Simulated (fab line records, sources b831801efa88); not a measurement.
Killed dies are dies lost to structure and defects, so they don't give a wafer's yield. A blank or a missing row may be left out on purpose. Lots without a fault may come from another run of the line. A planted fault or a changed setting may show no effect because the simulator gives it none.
Problem report in the 8D (eight disciplines) form, filled by code | flow sky130 | the parts of the form that need people (team, actions taken, sign-off) are left out

1. THE PROBLEM
CAPM_TIN_RS at SKY_CAPM_RS_MEAS_03 reads a mean of 6.07 ohm/sq on 2 wafers of 2 lots; wafers without a fault read 6.92 ohm/sq with a standard deviation of 0.066. That is -13 standard deviations from the usual mean.
The step: measures by four-point-probe.
First seen on wafer L994.1, day 41 15:19, on film_metro-01. The record holds 32 wafers of 11 lots with a number at this step. Rule for "out", or "out of limits": more than 4 standard deviations from the usual mean. The other wafers with a number count as sound.

2. WHAT IT IS AND WHAT IT IS NOT
question                    | is                           | is not
which readings at this step | CAPM_TIN_RS                  | -
which lots                  | L994, L996                   | L100, L979, L980, L981, L983, L987, L988, L989, L992
which wafers of those lots  | L994.1, L996.1               | L994.5, L996.3, L996.6
read on which gauges        | film_metro-01, film_metro-02 | film_metro-03
when                        | from day 41 15:19            | up to then (25 sound wafers); but 5 sound wafers of L100, L996 came after

3. SUSPECTS, AND WHAT RULES EACH OUT
Counting: a tool at a process step up to the reading stays a suspect if it ran every lot that is out. Sound lots after the first of them don't rule it out here, since some wafers of a struck lot are sound.
- the gauge at SKY_CAPM_RS_MEAS_03: ruled out. The wafers that are out were read on 2 gauges (film_metro-01, film_metro-02).
- rie_diel-03 at SKY_LI_CONTACT_ETCH_15 (etches PSG in C4F8/O2/Ar, stops on Si, target depth 600 nm): kept. It ran every lot that is out, first L994 (day 34 21:16); its last sound lot up to then is L992 (day 34 11:12).
- pvd_sputter-01 at SKY_METAL2_SPUTTER_03 (material Ti, target thk 5 nm, time 3.3 s): kept. It ran every lot that is out, first L994 (day 39 11:59); its last sound lot up to then is L992 (day 39 01:19).
- pvd_sputter-03 at SKY_CAPM_SPUTTER_02 (material TiN, target thk 200 nm, time 166.7 s): kept. It ran every lot that is out, first L994 (day 41 15:12); its last sound lot up to then is L992 (day 41 05:40).
Left after counting: rie_diel-03 at SKY_LI_CONTACT_ETCH_15, pvd_sputter-01 at SKY_METAL2_SPUTTER_03, pvd_sputter-03 at SKY_CAPM_SPUTTER_02.

4. THE CAUSE (what the simulator had put in)
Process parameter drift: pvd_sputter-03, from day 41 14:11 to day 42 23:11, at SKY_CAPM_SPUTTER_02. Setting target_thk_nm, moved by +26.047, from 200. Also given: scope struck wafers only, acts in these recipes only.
Counting left 3 suspects, and this tool is among them.

5. THE CHAIN OF EFFECTS, in route order
Each row: a reading whose mean over the struck wafers that have a number lies more than 3 standard deviations from the usual. Only readings for which the record gives a usual standard deviation are gone through. hours: the time from each lot's start at the first step in this table that gives one to its start at this step, as a median over the lots. sigmas: the change in usual standard deviations.
hours | step                   | reading              | usual       | on struck wafers | change | sigmas
0     | SKY_CAPM_RS_MEAS_03    | CAPM_TIN_RS          | 6.92 ohm/sq | 6.07             | -0.85  | -13
0     | SKY_CAPM_THK_MEAS_04   | CAPM_TIN_THK         | 197.5 nm    | 223.0            | +25.5  | +13
24    | SKY_CAPM_METAL_ETCH_13 | oes_product_au       | 0.942 a.u.  | 0.994            | +0.052 | +8.0
24    | SKY_CAPM_METAL_ETCH_13 | throttle_valve_pct   | 21.902 %    | 21.869           | -0.033 | -3.3
195   | SKY_PAD_OPEN_PROBE_99  | defect_limited_yield | 82.4 %      | 10.9             | -71.5  | -40
195   | SKY_PAD_OPEN_PROBE_99  | killed_at_other      | 0.4         | 357.0            | +356.6 | +99 or more
195   | SKY_PAD_OPEN_PROBE_99  | killed_dies          | 87          | 438              | +351   | +39
195   | SKY_PAD_OPEN_PROBE_99  | killed_on_rim        | 17          | 88               | +72    | +20
The process steps in it:
- SKY_CAPM_METAL_ETCH_13: etches TiN in Cl2/BCl3, stops on SiO2, target depth 220 nm, time 62.9 s.
- SKY_PAD_OPEN_PROBE_99

6. WHAT WOULD HAVE CAUGHT IT SOONER
In this record the first reading out of limits at a measuring or inspecting step was taken at day 41 15:19, 1 hour after the fault began at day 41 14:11.
Of the tool readings at SKY_CAPM_SPUTTER_02 for which the record gives a usual standard deviation, none was out on any struck wafer, so an alarm limit of 4 standard deviations on them would not have fired.
Of the lots that are out (2), L996 began SKY_CAPM_SPUTTER_02 on pvd_sputter-03 after day 41 15:19. A hold on the tool at that time would have spared it.
